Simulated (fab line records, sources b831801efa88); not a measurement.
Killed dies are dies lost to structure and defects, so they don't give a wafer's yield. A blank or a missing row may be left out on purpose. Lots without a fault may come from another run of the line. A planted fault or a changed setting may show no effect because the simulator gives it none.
A struck lot beside a sound one | flow sky130 | 24 steps out of a route of 708
Sound: wafers L769.1, L769.2, L769.3. Struck: wafers L783.1, L783.2, L783.4. The cause comes at the end.
At each step with rows: each side's tool, then ch and its chambers, then its first start. Under that, the readings that differ: sound wafers | struck wafers | difference of the means | sigmas: that difference in standard deviations of wafers without a fault.
alike: readings whose means differ by less than 2 such deviations, and words and numbers that are the same on both sides. not compared: withheld readings, readings that some wafer has no value for, bounds like >300 that may hide the same value, and numbers for which the record gives no deviation and whose values overlap.
The two part at a step that has a row with sigmas, a row that says differs or no value, or rows on one side only. Numbers that don't overlap but have no deviation are shown without sigmas and don't part them. A reading that every wafer of one side lacks parts them only if that side has two wafers or more.

first, 1 step without rows for these wafers: SKY_LI_CONTACT_SPUTTER_19 (material Ti, target thk 20 nm, time 106.37 s).
SKY_LI_CONTACT_SPUTTER_20: material TiN, target thk 20 nm, time 80 s.
  sound on pvd_sputter-02, day 29 23:14; struck on pvd_sputter-03, day 34 09:19
  alike: cathode_dc_power_W, throttle_valve_pct
SKY_LI_CONTACT_CVD_21: deposits W, target thk 400 nm, time 120.56 s.
  sound on cvd_w-01 ch 0,1, day 29 23:18; struck on cvd_w-01 ch 0,1, day 34 09:23
  alike: chamber_pressure_Torr, heater_power_w
SKY_LI_CONTACT_RS_MEAS_22: measures by four-point-probe.
  sound on film_metro-04, day 29 23:26; struck on film_metro-01, day 34 09:31
  alike: LI_CONTACT_W_RS
SKY_LI_CONTACT_THK_MEAS_23: measures by xrf.
  sound on film_metro-04, day 29 23:33; struck on film_metro-01, day 34 09:38
  alike: LI_CONTACT_W_THK
SKY_LI_CONTACT_CMP_24: polishes, stops on PSG, t overpolish 20 s, target thk 0 nm.
  sound on cmp-01 ch 0,2,3, day 29 23:37; struck on cmp-02 ch 1,2,3, day 34 09:41
  alike: motor_current_A, overpolish_run_s, time_to_endpoint_s
SKY_LOCAL_INTERCONNECT_SPUTTER_00: material TiN, target thk 100 nm, time 83.3 s.
  sound on pvd_sputter-02, day 29 23:55; struck on pvd_sputter-04, day 34 09:59
  alike: cathode_dc_power_W, substrate_temp_c, throttle_valve_pct
SKY_LOCAL_INTERCONNECT_RS_MEAS_01: measures by four-point-probe.
  sound on film_metro-01, day 29 23:58; struck on film_metro-03, day 34 10:03
  alike: LOCAL_INTERCONNECT_TIN_RS
SKY_LOCAL_INTERCONNECT_THK_MEAS_02: measures by xrf.
  sound on film_metro-01, day 30 00:05; struck on film_metro-03, day 34 10:10
  alike: LOCAL_INTERCONNECT_TIN_THK
then, 3 steps without rows for these wafers: SKY_LOCAL_INTERCONNECT_DEHYDRATE_03 (time 60 s); SKY_LOCAL_INTERCONNECT_HMDS_04 (prime time 60 s); SKY_LOCAL_INTERCONNECT_COAT_05 (resist thk 60 nm).
SKY_LOCAL_INTERCONNECT_COAT_06: resist thk 450 nm.
  sound on litho_track-03 ch 0, day 30 14:00; struck on litho_track-03 ch 0, day 34 23:00
  reading                                                   | sound             | struck            | difference | sigmas
  model.KrF-thick_of_LOCAL_INTERCONNECT_COAT_06.thk_nm (nm) | 450.3 451.7 450.5 | 466.6 467.4 467.1 | +16.2      |
then, 4 steps without rows for these wafers: SKY_LOCAL_INTERCONNECT_SOFTBAKE_07 (time 90 s); SKY_LOCAL_INTERCONNECT_EXPOSE_08 (exposes mask LI1M, target cd 170 nm); SKY_LOCAL_INTERCONNECT_PEB_09; SKY_LOCAL_INTERCONNECT_DEVELOP_10 (develop time 60 s).
SKY_LOCAL_INTERCONNECT_CD_MEAS_11: target cd 170 nm.
  sound on cd_sem-02, day 31 03:44; struck on cd_sem-01, day 35 22:18
  alike: cd_nm
SKY_LOCAL_INTERCONNECT_OVL_MEAS_12:
  sound on overlay-02, day 31 03:52; struck on overlay-02, day 35 22:25
  alike: LOCAL_INTERCONNECT_OVL
SKY_LOCAL_INTERCONNECT_ETCH_13: etches BARC in N2/H2, stops on SiO2, time 45.9 s, target depth 60 nm.
  sound on rie_metal-03 ch 0,1, day 31 03:53; struck on rie_metal-03 ch 0,1, day 35 22:27
  alike: drypump_motor_current_A, oes_product_au, throttle_valve_pct
  not compared: rf_hours_counter_h
SKY_LOCAL_INTERCONNECT_METAL_ETCH_14: etches TiN in Cl2/BCl3, stops on PSG, target depth 110 nm, time 31.4 s.
  sound on rie_metal-03 ch 0,1, day 31 03:58; struck on rie_metal-03 ch 0,1, day 35 22:31
  reading                                                   | sound           | struck            | difference | sigmas
  model.KrF-thick_of_LOCAL_INTERCONNECT_COAT_06.thk_nm (nm) | 346.5 348.6 347 | 364.5 363.2 362.7 | +16.1      |
  alike: drypump_motor_current_A, oes_product_au, throttle_valve_pct
  not compared: rf_hours_counter_h
SKY_LOCAL_INTERCONNECT_STRIP_15: strips in O2/N2.
  sound on plasma_asher-01 ch 0,1, day 31 04:01; struck on plasma_asher-02 ch 0,1, day 35 22:34
  reading                      | sound             | struck            | difference | sigmas
  o2_flow_sccm (sccm)          | 3014 2999 3020    | 2985 2988 2988    | -24        | -3
  strip_time_to_endpoint_s (s) | 4.694 4.733 4.711 | 4.901 4.890 4.877 | +0.177     | +8
  alike: drypump_motor_current_A, oes_product_au
  not compared: rf_hours_counter_h
then, 1 step without rows for these wafers: SKY_LOCAL_INTERCONNECT_STRIP_16 (strips in post etch residue remover, time 1200 s).
-- the record jumps here: 14 days lie between the struck wafers' starts before and after (it left off in module LOCAL_INTERCONNECT and takes up again in module PAD_OPEN, whose first step shown is number 708 of the route) --
SKY_PAD_OPEN_PROBE_99:
  sound on prober-01, day 46 15:38; struck on prober-01, day 49 23:07
  alike: killed_at_M0_to_M3, killed_at_M4_up, killed_at_contacts, killed_at_front_end, killed_at_other, killed_dies, killed_open, killed_short

WHERE THEY PART
Only at SKY_LOCAL_INTERCONNECT_STRIP_15, within this record. Later steps at which nothing parts them and some readings are alike: SKY_PAD_OPEN_PROBE_99.

WHY: what the simulator had put in
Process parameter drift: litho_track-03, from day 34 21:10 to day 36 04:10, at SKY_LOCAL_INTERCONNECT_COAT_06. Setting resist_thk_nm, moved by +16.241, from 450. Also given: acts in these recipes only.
